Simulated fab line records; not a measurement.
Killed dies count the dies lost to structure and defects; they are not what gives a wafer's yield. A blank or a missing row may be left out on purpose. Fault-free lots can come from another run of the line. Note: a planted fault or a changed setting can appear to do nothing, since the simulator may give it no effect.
What tool caused it? | flow gf180mcu | Sampling: 14 lots, 42 wafers, 5 of 602 route steps

== WHAT EACH GAUGE READ, for each wafer ==
GF_V2_OVL_MEAS_15. Usual: for V2_OVL the level is -4 nm and the standard deviation is 5.7.
lot  | measured     | on         | V2_OVL (nm) | flag
L355 | day 20 15:16 | overlay-02 | 4 5 8       | 
L356 | day 21 00:07 | overlay-01 | -8 -10 -14  | 
L358 | day 21 10:51 | overlay-01 | -10 -20 -15 | 
L359 | day 22 03:58 | overlay-02 | -7 -4 0     | 
L361 | day 22 20:10 | overlay-02 | 1 4 4       | 
L363 | day 23 09:18 | overlay-01 | -17 -3 -7   | 
L367 | day 24 16:15 | overlay-01 | 0 2 -7      | 
L368 | day 24 23:55 | overlay-02 | 8 2 -1      | 
L371 | day 26 03:24 | overlay-02 | -5 -3 -4    | 
L372 | day 26 08:37 | overlay-02 | 0 2 2       | 
L373 | day 26 14:34 | overlay-01 | -1 -4 2     | 
L375 | day 27 03:01 | overlay-01 | -4 -6 -6    | 
L377 | day 28 03:26 | overlay-01 | -6 -9 -8    | 
L378 | day 28 05:22 | overlay-01 | -2 0 -4     | 

GF_V3_CD_MEAS_14 targets a cd of 260 nm. Usual: cdNm reads 259.5 nm (standard deviation 1.1).
lot  | measured     | on       | cdNm (nm)         | flag
L355 | day 22 18:03 | cdSem-02 | 257.5 258.8 258.1 | 
L356 | day 23 03:27 | cdSem-02 | 260.5 260.7 261.3 | 
L358 | day 23 12:27 | cdSem-02 | 258.7 258.7 258.1 | 
L359 | day 24 04:46 | cdSem-02 | 258.2 257.4 259.0 | 
L361 | day 24 19:40 | cdSem-02 | 259.4 258.9 258.0 | 
L363 | day 25 08:11 | cdSem-02 | 259.5 260.3 260.5 | 
L367 | day 26 13:59 | cdSem-01 | 264.9 263.5 265.3 | OFF
L368 | day 26 20:30 | cdSem-02 | 264.8 264.9 262.9 | OFF
L371 | day 27 23:18 | cdSem-01 | 261.0 260.2 260.3 | 
L372 | day 28 03:59 | cdSem-02 | 258.8 258.9 257.3 | 
L373 | day 28 10:06 | cdSem-02 | 261.0 260.1 259.2 | 
L375 | day 28 22:03 | cdSem-01 | 259.0 259.5 259.4 | 
L377 | day 29 21:41 | cdSem-01 | 259.7 260.5 259.9 | 
L378 | day 29 23:40 | cdSem-02 | 258.8 259.5 259.5 | 

GF_V3_THK_MEAS_25: measures by xrf. Usual: for V3_W_THK the level is 342 nm and the standard deviation is 3.8.
lot  | measured     | on           | V3_W_THK (nm) | flag
L355 | day 22 19:14 | filmMetro-01 | 344 339 336   | 
L356 | day 23 04:35 | filmMetro-01 | 340 337 334   | 
L358 | day 23 13:36 | filmMetro-01 | 340 340 343   | 
L359 | day 24 05:55 | filmMetro-02 | 347 349 346   | 
L361 | day 24 20:49 | filmMetro-02 | 345 339 346   | 
L363 | day 25 09:22 | filmMetro-01 | 344 346 345   | 
L367 | day 26 15:08 | filmMetro-01 | 337 342 335   | 
L368 | day 26 21:38 | filmMetro-01 | 345 341 338   | 
L371 | day 28 00:29 | filmMetro-01 | 343 342 342   | 
L372 | day 28 05:07 | filmMetro-02 | 336 336 341   | 
L373 | day 28 11:17 | filmMetro-03 | 339 340 346   | 
L375 | day 28 23:13 | filmMetro-02 | 338 340 340   | 
L377 | day 29 22:50 | filmMetro-01 | 346 345 347   | 
L378 | day 30 00:52 | filmMetro-02 | 343 344 340   | 

GF_M4_THK_MEAS_06: measures by xrf. Usual: for M4_ALCU_THK the level is 452 nm and the standard deviation is 4.9.
lot  | measured     | on           | M4_ALCU_THK (nm) | flag
L355 | day 22 19:56 | filmMetro-01 | 460 457 463      | 
L356 | day 23 05:17 | filmMetro-03 | 455 453 454      | 
L358 | day 23 14:18 | filmMetro-04 | 457 451 453      | 
L359 | day 24 06:37 | filmMetro-01 | 446 455 449      | 
L361 | day 24 21:31 | filmMetro-04 | 456 457 450      | 
L363 | day 25 10:04 | filmMetro-01 | 457 449 454      | 
L367 | day 26 15:50 | filmMetro-04 | 448 453 450      | 
L368 | day 26 22:26 | filmMetro-03 | 454 453 450      | 
L371 | day 28 01:11 | filmMetro-03 | 452 450 453      | 
L372 | day 28 05:49 | filmMetro-04 | 442 452 456      | 
L373 | day 28 11:59 | filmMetro-04 | 456 457 451      | 
L375 | day 28 23:55 | filmMetro-01 | 448 449 450      | 
L377 | day 29 23:32 | filmMetro-03 | 449 456 456      | 
L378 | day 30 01:34 | filmMetro-03 | 453 457 454      | 

== TOOL THAT RAN EACH LOT (tool first, then ch and the chambers of the sampled wafers, then the start) ==
lot  | GF_V3_PEB_12
L355 | lithoTrack-01 ch 0, day 22 17:42
L356 | lithoTrack-03 ch 0, day 23 03:07
L358 | lithoTrack-01 ch 0, day 23 12:06
L359 | lithoTrack-03 ch 0, day 24 04:27
L361 | lithoTrack-03 ch 0, day 24 19:21
L363 | lithoTrack-03 ch 0, day 25 07:50
L367 | lithoTrack-03 ch 0, day 26 13:38
L368 | lithoTrack-03 ch 0, day 26 20:10
L371 | lithoTrack-01 ch 0, day 27 22:57
L372 | lithoTrack-04 ch 0, day 28 03:40
L373 | lithoTrack-04 ch 0, day 28 09:45
L375 | lithoTrack-01 ch 0, day 28 21:42
L377 | lithoTrack-03 ch 0, day 29 21:20
L378 | lithoTrack-01 ch 0, day 29 23:20
- GF_V3_PEB_12: peb time 90 s.

== AS READ BY THE TOOLS THEMSELVES (means over the sampled wafers that have a number; for cases with no such wafer, the mark the record gives instead) ==
GF_V3_PEB_12. Usual: exhaustPa reads 45.0 Pa (standard deviation 0.92).
lot  | tool          | exhaustPa (Pa) | flag
L355 | lithoTrack-01 | 45.1           | 
L356 | lithoTrack-03 | 44.6           | 
L358 | lithoTrack-01 | 45.3           | 
L359 | lithoTrack-03 | 43.9           | 
L361 | lithoTrack-03 | 45.3           | 
L363 | lithoTrack-03 | 45.9           | 
L367 | lithoTrack-03 | 44.6           | 
L368 | lithoTrack-03 | 43.8           | 
L371 | lithoTrack-01 | 44.4           | 
L372 | lithoTrack-04 | 45.4           | 
L373 | lithoTrack-04 | 45.0           | 
L375 | lithoTrack-01 | 46.5           | 
L377 | lithoTrack-03 | 45.0           | 
L378 | lithoTrack-01 | 45.8           | 

== THE ANSWER, worked out from the rows above alone ==
Rule: take the mean of a lot's wafers that have a number; if it is more than 3 standard deviations from the usual mean, the lot is off. A lot without any number at a reading at which 4 lots or more have one is off too. Any other lot the step has rows for is counted as sound. The gauges are gone through in route order, then the tools' own readings, and for those a lot's mean is taken as printed above. At the first step where some lot is off, the reading lying furthest off is the one used; lots without a number count as furthest.
Off at GF_V3_CD_MEAS_14 (cdNm): L367, L368.
A tool fits if, at a process step before that reading, it ran every lot that is off, and no sound lot after the first of them. Those tools and the gauges at GF_V3_CD_MEAS_14 are tried in the same way. None of those tried fits.

== WHAT THE SIMULATOR HAD INSERTED ==
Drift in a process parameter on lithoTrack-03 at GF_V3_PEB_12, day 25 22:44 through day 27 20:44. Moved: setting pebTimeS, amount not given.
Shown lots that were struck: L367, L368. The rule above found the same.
